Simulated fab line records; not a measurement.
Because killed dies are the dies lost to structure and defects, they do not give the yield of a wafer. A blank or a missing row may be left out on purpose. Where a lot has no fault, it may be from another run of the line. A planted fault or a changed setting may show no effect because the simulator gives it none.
Split-lot experiment :: flow gf180mcu :: route with 602 steps; 5 lots, 23 wafers read

== SPLIT DETAILS ==
At GF_DNWELL_COAT_02 (resist thk 3000 nm), the setting resist_thk_nm was moved away from the recipe's 3000 nm on 7 of the 23 wafers read, by -5.0% to -2.0%. The other wafers ran this setting at the recipe's value.

The split's own step is where the reading is taken.

== THE READING ==
coat_of_DNWELL_COAT_02.thk_nm (the simulator's own value, which no gauge read), in nm, at GF_DNWELL_COAT_02 (resist thk 3000 nm). No usual value for it is given in the file. The 16 wafers here that ran the recipe average 2992 nm, standard deviation 6.7 nm.

wafer: L079.1
tool, chamber at the split: litho_track-04, 0
resist_thk_nm as run, nm: 2895
against the recipe: -3.5%
coat_of_DNWELL_COAT_02.thk_nm, nm: 2873
against lot-mates on the recipe: -121

wafer: L079.3
tool, chamber at the split: litho_track-04, 0
resist_thk_nm as run, nm: 2895
against the recipe: -3.5%
coat_of_DNWELL_COAT_02.thk_nm, nm: 2889
against lot-mates on the recipe: -105

wafer: L079.4
tool, chamber at the split: litho_track-04, 0
resist_thk_nm as run, nm: 3000
against the recipe: recipe
coat_of_DNWELL_COAT_02.thk_nm, nm: 2993
against lot-mates on the recipe: -

wafer: L079.5
tool, chamber at the split: litho_track-04, 0
resist_thk_nm as run, nm: 3000
against the recipe: recipe
coat_of_DNWELL_COAT_02.thk_nm, nm: 2995
against lot-mates on the recipe: -

wafer: L079.6
tool, chamber at the split: litho_track-04, 0
resist_thk_nm as run, nm: 3000
against the recipe: recipe
coat_of_DNWELL_COAT_02.thk_nm, nm: 2995
against lot-mates on the recipe: -

wafer: L081.1
tool, chamber at the split: litho_track-03, 0
resist_thk_nm as run, nm: 2940
against the recipe: -2.0%
coat_of_DNWELL_COAT_02.thk_nm, nm: 2934
against lot-mates on the recipe: -63

wafer: L081.2
tool, chamber at the split: litho_track-03, 0
resist_thk_nm as run, nm: 3000
against the recipe: recipe
coat_of_DNWELL_COAT_02.thk_nm, nm: 2988
against lot-mates on the recipe: -

wafer: L081.3
tool, chamber at the split: litho_track-03, 0
resist_thk_nm as run, nm: 2940
against the recipe: -2.0%
coat_of_DNWELL_COAT_02.thk_nm, nm: 2937
against lot-mates on the recipe: -60

wafer: L081.5
tool, chamber at the split: litho_track-03, 0
resist_thk_nm as run, nm: 3000
against the recipe: recipe
coat_of_DNWELL_COAT_02.thk_nm, nm: 3001
against lot-mates on the recipe: -

wafer: L081.6
tool, chamber at the split: litho_track-03, 0
resist_thk_nm as run, nm: 3000
against the recipe: recipe
coat_of_DNWELL_COAT_02.thk_nm, nm: 3003
against lot-mates on the recipe: -

wafer: L080.1
tool, chamber at the split: litho_track-04, 0
resist_thk_nm as run, nm: 2851
against the recipe: -5.0%
coat_of_DNWELL_COAT_02.thk_nm, nm: 2849
against lot-mates on the recipe: -141

wafer: L080.2
tool, chamber at the split: litho_track-04, 0
resist_thk_nm as run, nm: 3000
against the recipe: recipe
coat_of_DNWELL_COAT_02.thk_nm, nm: 2987
against lot-mates on the recipe: -

wafer: L080.3
tool, chamber at the split: litho_track-04, 0
resist_thk_nm as run, nm: 2851
against the recipe: -5.0%
coat_of_DNWELL_COAT_02.thk_nm, nm: 2843
against lot-mates on the recipe: -147

wafer: L080.4
tool, chamber at the split: litho_track-04, 0
resist_thk_nm as run, nm: 2851
against the recipe: -5.0%
coat_of_DNWELL_COAT_02.thk_nm, nm: 2845
against lot-mates on the recipe: -145

wafer: L080.5
tool, chamber at the split: litho_track-04, 0
resist_thk_nm as run, nm: 3000
against the recipe: recipe
coat_of_DNWELL_COAT_02.thk_nm, nm: 2993
against lot-mates on the recipe: -

wafer: L082.1
tool, chamber at the split: litho_track-04, 0
resist_thk_nm as run, nm: 3000
against the recipe: recipe
coat_of_DNWELL_COAT_02.thk_nm, nm: 2992
against lot-mates on the recipe: -

wafer: L082.2
tool, chamber at the split: litho_track-04, 0
resist_thk_nm as run, nm: 3000
against the recipe: recipe
coat_of_DNWELL_COAT_02.thk_nm, nm: 2978
against lot-mates on the recipe: -

wafer: L082.3
tool, chamber at the split: litho_track-04, 0
resist_thk_nm as run, nm: 3000
against the recipe: recipe
coat_of_DNWELL_COAT_02.thk_nm, nm: 2983
against lot-mates on the recipe: -

wafer: L082.4
tool, chamber at the split: litho_track-04, 0
resist_thk_nm as run, nm: 3000
against the recipe: recipe
coat_of_DNWELL_COAT_02.thk_nm, nm: 2984
against lot-mates on the recipe: -

wafer: L082.5
tool, chamber at the split: litho_track-04, 0
resist_thk_nm as run, nm: 3000
against the recipe: recipe
coat_of_DNWELL_COAT_02.thk_nm, nm: 2985
against lot-mates on the recipe: -

wafer: L085.3
tool, chamber at the split: litho_track-03, 0
resist_thk_nm as run, nm: 3000
against the recipe: recipe
coat_of_DNWELL_COAT_02.thk_nm, nm: 2997
against lot-mates on the recipe: -

wafer: L085.4
tool, chamber at the split: litho_track-03, 0
resist_thk_nm as run, nm: 3000
against the recipe: recipe
coat_of_DNWELL_COAT_02.thk_nm, nm: 2993
against lot-mates on the recipe: -

wafer: L085.6
tool, chamber at the split: litho_track-03, 0
resist_thk_nm as run, nm: 3000
against the recipe: recipe
coat_of_DNWELL_COAT_02.thk_nm, nm: 2999
against lot-mates on the recipe: -

FIT RESULTS
A straight line over all 23 wafers: coat_of_DNWELL_COAT_02.thk_nm changes by +29.8 nm for each +1% of resist_thk_nm; r = +0.99; the points scatter about the line by 6.9 nm.
The same after taking each lot's own level away (the mean of its wafers on the recipe; 23 wafers): +29.9 nm for each +1%; r = +1.00; scatter 5.5 nm.
The reading moves by 1.5e+02 nm for the largest change in resist_thk_nm, on that fit.
The span of the lots' own levels, 2984.4 to 2997.3 nm, comes to 1.9 times the standard deviation stated above.
So the lot-to-lot level changes the slope little: the two slopes agree.
Check: with one of the wafers moved furthest among these (-5.0%) left out of the fit, the line predicts -151 nm for it against its lot-mates. It came out at -141 nm against them.

== FURTHER SPLITS ON THESE WAFERS ==
These wafers also went through other splits before the reading. Each is held against what the fit with the lots' levels taken away leaves over:
other split on the same wafers: GF_STI_CVD_03 temp_c
wafers away from the commonest value: 15
r with coat_of_DNWELL_COAT_02.thk_nm (lot level and that fit taken away): -0.08

other split on the same wafers: GF_STI_DEVELOP_11 develop_time_s
wafers away from the commonest value: 11
r with coat_of_DNWELL_COAT_02.thk_nm (lot level and that fit taken away): -0.21

== THE WHOLE CHAIN: every reading that the file lists as answering this split, in the file's order ==
step: GF_DNWELL_COAT_02
what it does: resist thk 3000 nm
reading: coat_of_DNWELL_COAT_02.thk_nm (the simulator's own value, which no gauge read)
change (the file's fit): +30.3 nm for each +1% of the setting
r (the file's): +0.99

step: GF_DNWELL_STRIP_08
what it does: strips in O2/N2
reading: strip_time_to_endpoint_s
change (the file's fit): withheld for each +1% of the setting
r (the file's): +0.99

== FILE'S OWN FIT ==
coat_of_DNWELL_COAT_02.thk_nm changes by +30.3 nm for each +1% of resist_thk_nm, r = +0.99.
